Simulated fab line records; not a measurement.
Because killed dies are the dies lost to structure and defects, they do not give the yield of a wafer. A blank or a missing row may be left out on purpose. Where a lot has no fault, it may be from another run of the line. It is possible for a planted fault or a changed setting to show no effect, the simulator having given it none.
fab line records | flow sfq_line
record: lots: 5 wafers: 15 last_day: 91
route steps=325 shown I1@80 M2@88
lots that met no fault: taken from a fault-free run of the same line
start_h: hours from the record's opening day to when the first of the lot's shown wafers began | wait_h: hours from the lot's prior step to this one | " identical to the entry in the row above | L1.1+2: one row covering several wafers at once | - no value, or no start was given | * or withheld: withheld | < > ~ a bound
route shown NAME@n: names a module that has steps shown in the file, with the first one's number in the route | usual: the fault-free wafers' mean and standard deviation | same: alike in all rows | chamber/n: place in a boat | sites: readings site by site | _std_site: how widely they spread, as a standard deviation | _edge_site: mean of outer sites minus mean of inner sites | radius_mm: how far each site lies from the wafer's centre | mask NAME#n: copy n | behind: the tool/chamber that last shaped the wafer | hold: why the lot was held/for how many hours/how that ended | device: whichever transistor did not switch (one of n, p or np) | end of line: the tests these same wafers got at the end of their route | where a step has no rows: the recipe by itself | killed: count of dies lost to structure and defects at first sort (not the wafer's yield) | map: dies across one wafer; x = killed, . = not, _ = none there
set.NAME: the setting the step ran with; set.NAME@STEP: the setting that earlier step ran with | model.NAME: the simulator's own value behind a step, which no gauge read
lots at some steps of the route; a table a step, a row a wafer
services: from which hour (start_h, from the record's first day; less than 0 if before it) a tool's chamber was out of use, for how many hours, and why
== steps ==
step: SFQ_TRILAYER_I1_VIA_LITHO_EXPOSE_050
recipe: mask_id: I1 na: 0.6 source_shape: conventional sigma_outer: 0.65 target_cd_nm: 500 dose_mj: 21.3
step: SFQ_TRILAYER_I1_VIA_LITHO_PEB_052
recipe: peb_temp_c: 115 peb_time_s: 60 resist: KrF
step: SFQ_TRILAYER_I1_VIA_LITHO_DEVELOP_051
recipe: time_s: 60 resist: KrF
step: SFQ_I1_OVL_MEAS_913
usual: I1_OVL: 3/5.7
columns lot.wafer tool chamber start_h wait_h I1_OVL[nm]
L495.1 overlay-02 - 673.14 0.1 9
L495.2 " - " " 11
L495.3 " - " " 9
L502.2 overlay-02 - 747.37 0.1 0
L502.3 " - " " 3
L502.6 " - " " 2
L511.1 overlay-01 - 800.33 0.1 -1
L511.2 " - " " -2
L511.6 " - " " -2
L512.1 overlay-01 - 824.33 0.1 9
L512.3 " - " " 8
L512.5 " - " " 10
L518.1 overlay-01 - 924.75 0.1 -10
L518.3 " - " " -7
L518.6 " - " " -4
step: SFQ_TRILAYER_I1_VIA_BARC_OPEN_VIA_ETCH_071
recipe: mask_material: PR chemistry: O2 target_depth_nm: 125 target: BARC source_w: 500 bias_w: 80 pressure_mtorr: 30 time_s: 41.7
usual: drypump_motor_current_A: 5.6/0.42 oes_product_au: 0.685/0.0046
columns lot.wafer tool chamber start_h wait_h drypump_motor_current_A oes_product_au rf_hours_counter_h
L495.1 rie_diel-01 0 673.18 0.0 6.3 0.681 7
L495.2 " 1 " " 5.4 0.681 28
L495.3 " 2 " " 5.5 0.681 24
L502.2 rie_diel-03 3 747.40 0.0 5.7 0.683 37
L502.3 " 1 " " 5.6 0.683 13
L502.6 " 1 " " 5.6 0.675 -
L511.1 rie_diel-04 1 800.37 0.0 6.2 0.691 5
L511.2 " 3 " " 5.9 0.687 10
L511.6 " 1 " " 6.2 0.691 -
L512.1 rie_diel-03 2 824.37 0.0 4.7 0.684 6
L512.3 " 0 " " 5.6 0.688 5
L512.5 " 0 " " 5.5 0.685 -
L518.1 rie_diel-01 3 924.78 0.0 5.4 0.676 15
L518.3 " 0 " " 6.2 0.686 12
L518.6 " 1 " " 5.4 0.685 -
step: SFQ_TRILAYER_I1_VIA_ETCH_VIA_ETCH_052
recipe: target: SiO2 stop_on: Nb mask_material: PR taper_deg: 20 chemistry: CHF3 target_depth_nm: 260 source_w: 500 bias_w: 80 pressure_mtorr: 30 time_s: withheld
usual: drypump_motor_current_A: 5.6/0.42 oes_product_au: 0.854/0.0055
columns lot.wafer tool chamber start_h wait_h drypump_motor_current_A oes_product_au
L495.1 rie_diel-01 0 673.22 0.0 6.3 0.847
L495.2 " 1 " " 5.4 0.842
L495.3 " 2 " " 5.5 0.850
L502.2 rie_diel-03 3 747.44 0.0 5.8 0.854
L502.3 " 1 " " 5.6 0.851
L502.6 " 1 " " 5.6 0.861
L511.1 rie_diel-04 1 800.41 0.0 6.2 0.853
L511.2 " 3 " " 5.9 0.853
L511.6 " 1 " " 6.2 0.862
L512.1 rie_diel-03 2 824.41 0.0 4.7 0.867
L512.3 " 0 " " 5.6 0.865
L512.5 " 0 " " 5.6 0.860
L518.1 rie_diel-01 3 924.82 0.0 5.4 0.854
L518.3 " 0 " " 6.3 0.849
L518.6 " 1 " " 5.4 0.858
step: SFQ_TRILAYER_I1_VIA_STRIP_STRIP_053
recipe: gas: O2 power_w: 200 platen_temp_c: 40 overash_fraction: 0.65 chemistry: O2 pressure_mtorr: 50
usual: drypump_motor_current_A: 5.9/0.34 oes_product_au: 1.001/0.0077
columns lot.wafer tool chamber start_h wait_h drypump_motor_current_A oes_product_au rf_hours_counter_h
L495.1 rie_metal-03 0 673.33 - 6.4 1.000 78
L495.2 " 1 " " 6.1 0.999 63
L495.3 " 0 " " 6.4 1.003 -
L502.2 rie_metal-01 0 747.55 - 5.4 0.984 31
L502.3 " 1 " " 5.6 1.004 -
L502.6 " 1 " " 5.6 0.994 -
L511.1 rie_metal-02 1 800.52 - 5.6 0.996 49
L511.2 " 0 " " 6.1 0.998 105
L511.6 " 0 " " 6.0 0.992 -
L512.1 rie_metal-03 1 824.52 - 6.1 1.002 86
L512.3 " 0 " " 6.3 1.000 -
L512.5 " 0 " " 6.3 1.003 -
L518.1 rie_metal-02 0 924.94 - 6.0 0.993 120
L518.3 " 1 " " 5.6 1.002 -
L518.6 " 0 " " 6.1 0.997 -
step: SFQ_TRILAYER_I1_VIA_STRIP_SOLV_CLEAN_054
recipe: chemistry: NMP temp_c: 70 time_s: 600
step: SFQ_TRILAYER_M2_DEP_PRE_CLEAN_056
recipe: gas: Ar time_s: 22.5 bias_v: 250
step: SFQ_TRILAYER_M2_DEP_SPUTTER_055
recipe: material: Nb base_pressure_pa: 1.33e-06 chamber_pressure_pa: 0.1333 substrate_temp_c: 20 resputter_cathode_voltage_v: 400 target_thk_nm: 200 power_w: 2000 time_s: 133.3
usual: chamber_pressure_pa: 0.13331/0.00023 throttle_valve_pct: 30.4/1
columns lot.wafer tool chamber start_h wait_h chamber_pressure_pa throttle_valve_pct
L495.1 pvd_sputter-05 - 674.14 0.0 0.13319 29.0
L495.2 " - " " 0.13341 29.7
L495.3 " - " " 0.13345 29.1
L502.2 pvd_sputter-04 - 748.53 0.0 0.13344 30.7
L502.3 " - " " 0.13355 29.6
L502.6 " - " " 0.13363 31.1
L511.1 pvd_sputter-04 - 801.33 0.0 0.13344 31.2
L511.2 " - " " 0.1332 31.4
L511.6 " - " " 0.13291 30.9
L512.1 pvd_sputter-03 - 825.33 0.0 0.13317 29.6
L512.3 " - " " 0.13359 31.8
L512.5 " - " " 0.13309 29.0
L518.1 pvd_sputter-03 - 925.74 0.0 0.13367 31.5
L518.3 " - " " 0.13304 29.1
L518.6 " - " " 0.13296 29.9
step: SFQ_M2_RS_MEAS_914
recipe: thk_meas_gauge: four-point-probe reads: Nb_of_TRILAYER_M2_DEP_SPUTTER_055
usual: M2_NB_RS: 0.892/0.0076
columns lot.wafer tool chamber start_h wait_h M2_NB_RS[ohm/sq]
L495.1 film_metro-03 - 674.23 0.0 0.900
L495.2 " - " " 0.897
L495.3 " - " " 0.896
L502.2 film_metro-04 - 748.64 0.1 0.866
L502.3 " - " " 0.875
L502.6 " - " " 0.870
L511.1 film_metro-03 - 801.42 0.0 0.891
L511.2 " - " " 0.894
L511.6 " - " " 0.897
L512.1 film_metro-01 - 825.42 0.0 0.884
L512.3 " - " " 0.891
L512.5 " - " " 0.884
L518.1 film_metro-04 - 925.83 0.0 0.891
L518.3 " - " " 0.883
L518.6 " - " " 0.879
step: SFQ_TRILAYER_M2_LITHO_COAT_062
recipe: resist: BARC spin_rpm: 3000 resist_thk_nm: 62
usual: spin_speed_rpm: 3000.5/2.1
columns lot.wafer tool chamber start_h wait_h spin_speed_rpm model.BARC_of_TRILAYER_M2_LITHO_COAT_062.thk_nm
L495.1 litho_track-03 0 674.41 0.1 3000.2 61.92
L495.2 " 0 " " 3001.1 61.9
L495.3 " 0 " " 3002.5 61.91
L502.2 litho_track-04 0 748.85 0.1 3002.4 62.16
L502.3 " 0 " " 2996.3 61.94
L502.6 " 0 " " 3002.9 62.09
L511.1 litho_track-04 0 801.60 0.1 3001.2 62.16
L511.2 " 0 " " 3002.1 61.78
L511.6 " 0 " " 3001.6 59.15
L512.1 litho_track-03 0 825.60 0.1 3002.3 61.96
L512.3 " 0 " " 2999.9 62
L512.5 " 0 " " 2999.1 61.91
L518.1 litho_track-02 0 926.01 0.1 2998.0 62.27
L518.3 " 0 " " 2999.5 62.39
L518.6 " 0 " " 2999.1 62.27
step: SFQ_TRILAYER_M2_LITHO_COAT_057
recipe: resist: KrF spin_rpm: 3000 resist_thk_nm: 600
step: SFQ_TRILAYER_M2_LITHO_SOFTBAKE_061
recipe: temp_c: withheld time_s: withheld resist: KrF
step: SFQ_TRILAYER_M2_LITHO_EXPOSE_058
recipe: mask_id: M2 na: 0.6 source_shape: conventional sigma_outer: 0.65 target_cd_nm: 500 dose_mj: 14.4
step: SFQ_TRILAYER_M2_LITHO_PEB_060
recipe: peb_temp_c: 115 peb_time_s: 60 resist: KrF
step: SFQ_TRILAYER_M2_LITHO_DEVELOP_059
recipe: time_s: 60 resist: KrF
step: SFQ_M2_OVL_MEAS_916
usual: M2_OVL: -4/6.1
columns lot.wafer tool chamber start_h wait_h M2_OVL[nm]
L495.1 overlay-01 - 788.33 0.1 -3
L495.2 " - " " 2
L495.3 " - " " -2
L502.2 overlay-01 - 875.83 0.1 -8
L502.3 " - " " -5
L502.6 " - " " -4
L511.1 overlay-02 - 949.88 0.1 1
L511.2 " - " " 3
L511.6 " - " " 9
L512.1 overlay-01 - 975.08 0.1 -9
L512.3 " - " " -14
L512.5 " - " " -11
L518.1 overlay-02 - 1059.88 0.1 -2
L518.3 " - " " -3
L518.6 " - " " -6
step: SFQ_TRILAYER_M2_BARC_OPEN_METAL_ETCH_077
recipe: mask_material: PR chemistry: O2 target_depth_nm: 125 target: BARC icp_w: 600 bias_w: 80 pressure_mtorr: 10 time_s: 41.7
usual: drypump_motor_current_A: 6.0/0.46 oes_product_au: 0.685/0.0043
columns lot.wafer tool chamber start_h wait_h drypump_motor_current_A oes_product_au rf_hours_counter_h model.etch.depth_nm
L495.1 rie_metal-03 0 788.37 0.0 6.4 0.682 96 61.92
L495.2 " 1 " " 6.1 0.688 82 61.9
L495.3 " 0 " " 6.4 0.675 - 61.91
L502.2 rie_metal-03 1 875.86 0.0 6.1 0.685 92 62.16
L502.3 " 1 " " 6.1 0.688 - 61.94
L502.6 " 0 " " 6.4 0.685 - 62.09
L511.1 rie_metal-01 0 949.92 0.0 5.4 0.678 61 62.16
L511.2 " 1 " " 5.6 0.684 129 61.78
L511.6 " 1 " " 5.6 0.679 - 59.15
L512.1 rie_metal-03 0 975.12 0.0 6.3 0.685 120 61.96
L512.3 " 1 " " 6.1 0.692 - 62
L512.5 " 1 " " 6.1 0.676 - 61.91
L518.1 rie_metal-03 1 1059.92 0.0 6.0 0.691 113 62.27
L518.3 " 0 " " 6.4 0.687 - 62.39
L518.6 " 1 " " 6.1 0.691 - 62.27
step: SFQ_TRILAYER_M2_ETCH_METAL_ETCH_060
recipe: target: Nb stop_on: SiO2 mask_material: PR chemistry: Cl2/Ar target_depth_nm: 240 icp_w: 600 bias_w: 80 pressure_mtorr: 10 time_s: 120
usual: drypump_motor_current_A: 6.0/0.47 oes_product_au: 0.893/0.0066
columns lot.wafer tool chamber start_h wait_h drypump_motor_current_A oes_product_au rf_hours_counter_h
L495.1 rie_metal-03 0 788.43 0.0 6.4 0.885 96
L495.2 " 1 " " 6.1 0.892 82
L495.3 " 0 " " 6.4 0.892 -
L502.2 rie_metal-03 1 875.92 0.0 6.0 0.905 92
L502.3 " 1 " " 6.0 0.900 -
L502.6 " 0 " " 6.4 0.904 -
L511.1 rie_metal-01 0 949.98 0.0 5.4 0.898 61
L511.2 " 1 " " 5.6 0.894 129
L511.6 " 1 " " 5.6 0.889 -
L512.1 rie_metal-03 0 975.18 0.0 6.3 0.903 120
L512.3 " 1 " " 6.0 0.894 -
L512.5 " 1 " " 6.1 0.902 -
L518.1 rie_metal-03 1 1059.98 0.0 6.0 0.898 113
L518.3 " 0 " " 6.3 0.904 -
L518.6 " 1 " " 6.1 0.902 -
== services ==
columns tool chamber start_h hours kind
rie_diel-01 2 680.89 6.5 repair
pvd_sputter-03 - 696.18 2.8 repair
rie_diel-01 1 713.15 8.4 repair
rie_metal-01 0 738.82 4.2 repair
rie_diel-03 1 752.91 4.6 repair
rie_metal-02 0 780.18 3.2 repair
rie_metal-02 - 813.13 0.9 repair
rie_diel-04 2 815.44 6.8 repair
rie_diel-04 0 816.37 14.9 repair
rie_diel-01 2 820.03 1.9 repair
rie_metal-01 1 823.59 1.6 repair
rie_metal-03 - 828.78 1.4 pm
rie_metal-01 1 856.89 16.7 repair
rie_diel-03 2 880.56 4.3 repair
rie_diel-03 - 902.25 46.9 repair
rie_diel-03 0 912.87 3.0 repair
rie_diel-01 3 928.26 4.3 repair
rie_diel-03 0 933.44 6.1 repair
rie_diel-03 3 964.66 13.7 repair
rie_diel-03 1 972.44 13.9 repair
rie_diel-01 2 988.08 3.8 repair
rie_diel-03 2 999.77 6.0 repair
rie_diel-03 - 1028.42 2.8 pm
rie_diel-01 2 1052.95 3.8 repair
== key ==
first_sign none at tools or gauges
model_effect: step: SFQ_TRILAYER_M2_LITHO_COAT_062 value: BARC_of_TRILAYER_M2_LITHO_COAT_062.thk_nm without: 61.85 struck: 59.15
model_effect: step: SFQ_TRILAYER_M2_BARC_OPEN_METAL_ETCH_077 value: etch.depth_nm without: 61.85 struck: 59.15
met_at SFQ_TRILAYER_M2_LITHO_COAT_062
struck_wafers L511.6
onset_between 748.85 801.60
fault: kind: process_parameter_drift tool: litho_track-04 chamber: - onset_h: 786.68 steps: SFQ_TRILAYER_M2_LITHO_COAT_062 channel: resist_thk_nm offset: -2.7035 shape: step end_h: 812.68 scope: struck_wafers_only acts_in: these_recipes_only stated: 62
